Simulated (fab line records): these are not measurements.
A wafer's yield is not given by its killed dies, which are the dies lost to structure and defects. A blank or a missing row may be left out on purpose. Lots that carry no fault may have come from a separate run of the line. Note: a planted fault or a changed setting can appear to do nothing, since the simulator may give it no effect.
Which tool is to blame? || flow sky130 || 24 lots, 72 wafers sampled, at 1 step of a route of 708

## WHAT THE GAUGES READ, wafer by wafer
SKY_PWDE_OVL_MEAS_07. Usual: PWDE_OVL gives 1.3 nm (standard deviation 1.3).
{"lot": "L074", "measured": "day 3 23:01", "on": "overlay-02", "PWDE_OVL (nm)": "1.3 2.2 3.3", "flag": ""}
{"lot": "L075", "measured": "day 4 04:43", "on": "overlay-02", "PWDE_OVL (nm)": "2.0 1.5 2.3", "flag": ""}
{"lot": "L076", "measured": "day 4 10:14", "on": "overlay-01", "PWDE_OVL (nm)": "2.1 0.9 0.3", "flag": ""}
{"lot": "L077", "measured": "day 4 11:43", "on": "overlay-01", "PWDE_OVL (nm)": "-1.1 -0.7 1.0", "flag": ""}
{"lot": "L078", "measured": "day 4 22:07", "on": "overlay-02", "PWDE_OVL (nm)": "2.4 1.7 2.4", "flag": ""}
{"lot": "L079", "measured": "day 5 03:22", "on": "overlay-02", "PWDE_OVL (nm)": "0.4 0.7 1.9", "flag": ""}
{"lot": "L080", "measured": "day 5 06:07", "on": "overlay-01", "PWDE_OVL (nm)": "1.5 2.9 1.3", "flag": ""}
{"lot": "L081", "measured": "day 5 12:55", "on": "overlay-02", "PWDE_OVL (nm)": "-0.9 2.0 0.3", "flag": ""}
{"lot": "L082", "measured": "day 5 18:10", "on": "overlay-01", "PWDE_OVL (nm)": "2.3 1.4 0.3", "flag": ""}
{"lot": "L083", "measured": "day 6 00:49", "on": "overlay-01", "PWDE_OVL (nm)": "-0.6 -0.2 -0.9", "flag": ""}
{"lot": "L084", "measured": "day 6 03:04", "on": "overlay-02", "PWDE_OVL (nm)": "3.0 2.1 2.2", "flag": ""}
{"lot": "L085", "measured": "day 6 07:19", "on": "overlay-02", "PWDE_OVL (nm)": "0.0 -0.4 -0.4", "flag": ""}
{"lot": "L086", "measured": "day 6 19:37", "on": "overlay-02", "PWDE_OVL (nm)": "3.9 3.5 2.5", "flag": ""}
{"lot": "L087", "measured": "day 7 01:52", "on": "overlay-01", "PWDE_OVL (nm)": "3.1 2.2 2.9", "flag": ""}
{"lot": "L088", "measured": "day 7 04:49", "on": "overlay-02", "PWDE_OVL (nm)": "1.1 0.5 -0.6", "flag": ""}
{"lot": "L089", "measured": "day 7 10:19", "on": "overlay-02", "PWDE_OVL (nm)": "1.7 2.8 0.2", "flag": ""}
{"lot": "L090", "measured": "day 7 17:10", "on": "overlay-02", "PWDE_OVL (nm)": "2.8 1.2 1.8", "flag": ""}
{"lot": "L091", "measured": "day 7 21:16", "on": "overlay-02", "PWDE_OVL (nm)": "-0.1 -1.5 0.2", "flag": ""}
{"lot": "L092", "measured": "day 8 04:11", "on": "overlay-02", "PWDE_OVL (nm)": "2.0 0.0 0.3", "flag": ""}
{"lot": "L093", "measured": "day 8 11:28", "on": "overlay-02", "PWDE_OVL (nm)": "3.1 1.5 1.8", "flag": ""}
{"lot": "L094", "measured": "day 8 17:49", "on": "overlay-01", "PWDE_OVL (nm)": "1.5 1.2 2.7", "flag": ""}
{"lot": "L095", "measured": "day 8 21:58", "on": "overlay-02", "PWDE_OVL (nm)": "1.7 1.9 -0.7", "flag": ""}
{"lot": "L096", "measured": "day 9 02:37", "on": "overlay-01", "PWDE_OVL (nm)": "1.8 0.6 0.4", "flag": ""}
{"lot": "L097", "measured": "day 9 06:07", "on": "overlay-01", "PWDE_OVL (nm)": "1.9 0.5 1.7", "flag": ""}

## EACH LOT AND THE TOOL THAT RAN IT (in order: tool; ch and the chambers of the sampled wafers; start)
The record shows no process step preceding these readings.

## WHAT THE TOOLS THEMSELVES READ (means of the sampled wafers that have a number; where no wafer has one, the mark that the record gives instead)
The record holds no such reading with a usual standard deviation.

## THE ANSWER, worked out from the rows above alone
Rule: take the mean of a lot's wafers that have a number; if it is more than 3 standard deviations from the usual mean, the lot is off. A lot without any number at a reading at which 4 lots or more have one is off too. All remaining lots with rows at the step are treated as sound. After the gauges, taken in route order, come the tools' own readings; for these a lot's mean is taken, as printed above. The first step at which some lot is off is used, and at that step the reading that is off furthest; a lot without a number counts as furthest.
No lot is off on any of the readings shown, so nothing can be concluded from this.

## WHAT THE SIMULATOR PUT IN
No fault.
